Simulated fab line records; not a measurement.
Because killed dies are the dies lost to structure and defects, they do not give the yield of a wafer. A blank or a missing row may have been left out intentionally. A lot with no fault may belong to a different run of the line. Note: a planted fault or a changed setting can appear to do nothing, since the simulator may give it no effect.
8D (eight disciplines) problem report, filled in by code + flow sky130 + the parts of the form that need people (team, actions taken, sign-off) are left out

1. THE ISSUE
At SKY_PAD_OPEN_PROBE_99, killed_at_M0_to_M3 averages 82 over 6 wafers from 2 lots, while fault-free wafers read 42, standard deviation 7.2. That is +5.6 standard deviations from the usual mean.
The first sign was on wafer L779.3 at day 47 23:10, on prober-02. The record has a number at this step for 6 wafers belonging to 2 lots. By rule, "out" or "out of limits" means more than 4 standard deviations away from the usual mean. Any other wafer with a number is counted as sound.

2. WHAT IT IS AND WHAT IT IS NOT
| question                    | is                     | is not                                                       |
|-----------------------------|------------------------|--------------------------------------------------------------|
| which readings at this step | killed_at_M0_to_M3     | killed_at_M4_up, killedAtFrontEnd, killedAtOther, killedOpen |
| which lots                  | L779, L781             | -                                                            |
| which wafers of those lots  | all that have a number | -                                                            |
| read on which tools         | prober-02              | -                                                            |
| when                        | from day 47 23:10      | up to then (0 sound wafers)                                  |

3. WHAT RULES OUT EACH SUSPECT
Counting: a tool at a process step up to the reading stays a suspect if it ran every lot that is out and no sound lot after the first of them.
- hdpcvd-02 at SKY_VIA2_HDPCVD_00 (deposits SiO2, target thk 1180 nm, time 196.7 s): kept. It ran every lot that is out, first L779 (day 37 16:59), and no sound lot after that.
- prober-02 at SKY_PAD_OPEN_PROBE_99: kept. It ran every lot that is out, first L779 (day 47 23:10), and no sound lot after that. Out on those wafers are its own readings of killed_at_M0_to_M3.
Remaining after the count are hdpcvd-02 at SKY_VIA2_HDPCVD_00 and prober-02 at SKY_PAD_OPEN_PROBE_99.

4. THE CAUSE (what the simulator had put in)
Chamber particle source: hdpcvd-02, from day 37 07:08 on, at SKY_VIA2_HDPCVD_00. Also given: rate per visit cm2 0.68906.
This tool is one of the 2 suspects left after counting.

5. THE EFFECT CHAIN, in route order
Each row: a reading where the mean over the struck wafers with a number is more than 3 standard deviations away from the usual. Only readings whose record carries a usual standard deviation are examined. hours: median over the lots of the time between each lot's start at the first step of this table that gives one and its start at this step. sigmas: the change, counted in usual standard deviations.
| hours | step                  | reading              | usual  | on struck wafers | change | sigmas |
|-------|-----------------------|----------------------|--------|------------------|--------|--------|
| 0     | SKY_PAD_OPEN_PROBE_99 | defectLimitedYield   | 82.9 % | 75.3             | -7.6   | -4.2   |
| 0     | SKY_PAD_OPEN_PROBE_99 | killed_at_M0_to_M3   | 42     | 82               | +40    | +5.6   |
| 0     | SKY_PAD_OPEN_PROBE_99 | killedDies           | 84     | 122              | +38    | +4.2   |
| 0     | SKY_PAD_OPEN_PROBE_99 | sort_bin_3_pad_short | 0.8 %  | 2.2              | +1.4   | +3.5   |
| 0     | SKY_PAD_OPEN_PROBE_99 | sort_bin_5_function  | 10.1 % | 16.0             | +5.9   | +4.5   |
| 0     | SKY_PAD_OPEN_PROBE_99 | sortNPass            | 408    | 370              | -38    | -4.2   |
| 0     | SKY_PAD_OPEN_PROBE_99 | sortYieldPct         | 82.9 % | 75.3             | -7.6   | -4.2   |
It contains these process steps:
- SKY_PAD_OPEN_PROBE_99

6. HOW IT WOULD HAVE BEEN CAUGHT EARLIER
In this record the first reading out of limits was taken at day 47 23:10, 256 hours after the fault began at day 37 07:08.
Lots out: 2; all had begun SKY_VIA2_HDPCVD_00 on hdpcvd-02 by day 47 23:10. Had the tool been put on hold then, not one of them would have been saved.
